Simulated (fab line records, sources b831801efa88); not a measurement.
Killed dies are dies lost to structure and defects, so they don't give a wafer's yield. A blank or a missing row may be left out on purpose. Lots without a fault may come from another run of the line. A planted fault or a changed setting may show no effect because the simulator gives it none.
Split-lot experiment | flow sky130 | 5 lots, 23 wafers read, on a route of 708 steps

THE SPLIT
At SKY_VIA4_SPUTTER_17 (material TiN, target thk 20 nm, time 80 s), the setting time_s was moved away from the recipe's 80 s on 6 of the 23 wafers read, by -5.7% to +13.0%. The other wafers ran this setting at the recipe's value.

The reading is taken at the split's own step.

THE READING
TiN_of_VIA4_SPUTTER_17.thk_nm (the simulator's own value, which no gauge read), in nm, at SKY_VIA4_SPUTTER_17 (material TiN, target thk 20 nm, time 80 s). The file gives no usual value for it. The 17 wafers here that ran the recipe average 20.04 nm, standard deviation 0.13 nm.

wafer  | tool, chamber at the split | time_s as run, s | against the recipe | TiN_of_VIA4_SPUTTER_17.thk_nm, nm | against lot-mates on the recipe
L076.1 | pvd_sputter-01, -          | 80               | recipe             | 20                                | -
L076.2 | pvd_sputter-01, -          | 80               | recipe             | 20.12                             | -
L076.3 | pvd_sputter-01, -          | 80               | recipe             | 19.86                             | -
L076.5 | pvd_sputter-01, -          | 80               | recipe             | 20.31                             | -
L076.6 | pvd_sputter-01, -          | 80               | recipe             | 19.93                             | -
L080.1 | pvd_sputter-03, -          | 80               | recipe             | 20.11                             | -
L080.3 | pvd_sputter-03, -          | 75.46            | -5.7%              | 19.22                             | -0.90
L080.4 | pvd_sputter-03, -          | 80               | recipe             | 20.05                             | -
L080.5 | pvd_sputter-03, -          | 80               | recipe             | 20.2                              | -
L080.6 | pvd_sputter-03, -          | 75.46            | -5.7%              | 19.34                             | -0.78
L082.1 | pvd_sputter-03, -          | 80               | recipe             | 20.29                             | -
L082.2 | pvd_sputter-03, -          | 90.37            | +13.0%             | 22.9                              | +2.80
L082.3 | pvd_sputter-03, -          | 80               | recipe             | 20.09                             | -
L082.5 | pvd_sputter-03, -          | 90.37            | +13.0%             | 22.97                             | +2.87
L082.6 | pvd_sputter-03, -          | 80               | recipe             | 19.91                             | -
L083.4 | pvd_sputter-04, -          | 80               | recipe             | 19.93                             | -
L083.5 | pvd_sputter-04, -          | 80               | recipe             | 20                                | -
L083.6 | pvd_sputter-04, -          | 80               | recipe             | 19.91                             | -
L085.2 | pvd_sputter-01, -          | 80               | recipe             | 20.03                             | -
L085.3 | pvd_sputter-01, -          | 80               | recipe             | 19.94                             | -
L085.4 | pvd_sputter-01, -          | 80               | recipe             | 19.96                             | -
L085.5 | pvd_sputter-01, -          | 87.89            | +9.9%              | 22.12                             | +2.14
L085.6 | pvd_sputter-01, -          | 87.89            | +9.9%              | 22.02                             | +2.04

THE FIT
A straight line over all 23 wafers: TiN_of_VIA4_SPUTTER_17.thk_nm changes by +0.205 nm for each +1% of time_s; r = +0.99; the points scatter about the line by 0.18 nm.
The same after taking each lot's own level away (the mean of its wafers on the recipe; 23 wafers): +0.206 nm for each +1%; r = +0.99; scatter 0.15 nm.
On that fit, the largest move of time_s shifts the reading by 2.7 nm.
The lots' own levels span 19.947 to 20.120 nm, that is 1.3 times the standard deviation above.
So the lot-to-lot level changes the slope little: the two slopes agree.
Check: with one of the wafers moved furthest among these (+13.0%) left out of the fit, the line predicts +2.69 nm for it against its lot-mates. It came out at +2.8 nm against them.

OTHER SPLITS ON THESE WAFERS
These wafers also went through other splits before the reading. Each is held against what the fit with the lots' levels taken away leaves over:
other split on the same wafers | wafers away from the commonest value | r with TiN_of_VIA4_SPUTTER_17.thk_nm (lot level and that fit taken away)
SKY_CAP2M_SPUTTER_02 power_w   | 11                                   | -0.33
SKY_METAL4_METAL_ETCH_18 icp_w | 8                                    | -0.12
SKY_VIA4_SOFTBAKE_07 temp_c    | 10                                   | -0.02

THE FILE'S OWN FIT
TiN_of_VIA4_SPUTTER_17.thk_nm changes by +0.209 nm for each +1% of time_s, r = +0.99.
